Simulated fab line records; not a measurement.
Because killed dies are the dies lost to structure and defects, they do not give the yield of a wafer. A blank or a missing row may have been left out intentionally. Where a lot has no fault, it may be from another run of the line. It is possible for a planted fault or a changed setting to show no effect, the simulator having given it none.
Chamber matching	flow sfq line	SFQ_TRILAYER_I1_CMP_CMP_046 on cmp-02 has 4 sister chambers
The step polishes SiO2. 4 wafers are shown with their chamber, then 8 later ones without.

## WAFERS WITH THEIR CHAMBER
wafer	chamber	motor current A (A)
L555.2	3	8.5
L558.1	0	9.3
L560.3	1	9.7
L560.4	2	8.5

## WAFERS WITH NO CHAMBER GIVEN
wafer	motor current A (A)
L560.6	9.7
L562.1	9.7
L562.3	9.1
L562.4	8.5
L566.1	8.9
L566.5	9.1
L566.6	8.5
L567.1	9.6

## WHICH CHAMBER EACH ONE RAN IN
wafer	from the rows above	in truth
L560.6	1	1
L562.1	1	1
L562.3	0	0
L562.4	can't be placed: 2 or 3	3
L566.1	can't be placed: 0 or 2 or 3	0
L566.5	0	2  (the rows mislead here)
L566.6	can't be placed: 2 or 3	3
L567.1	can't be placed: 1 or 0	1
Correctly placed: 3 of 8. Cannot be placed on the basis of these rows: 4; the candidates contain the true chamber in 4. 1 placed wrongly.
How it was worked out, from the rows above alone: a wafer's distance from a chamber is the root of the sum, over the readings, of the square of ((its reading less the chamber's mean) divided by the reading's scatter). If the next closest chamber is less than 2 further off than the closest, the wafer can't be placed; otherwise it belongs to the closest. The mean given for a chamber averages the wafers shown for that chamber. The scatter (one wafer shown for each chamber): square how far every hidden wafer sits from the nearest shown wafer, average those squares and take the square root.
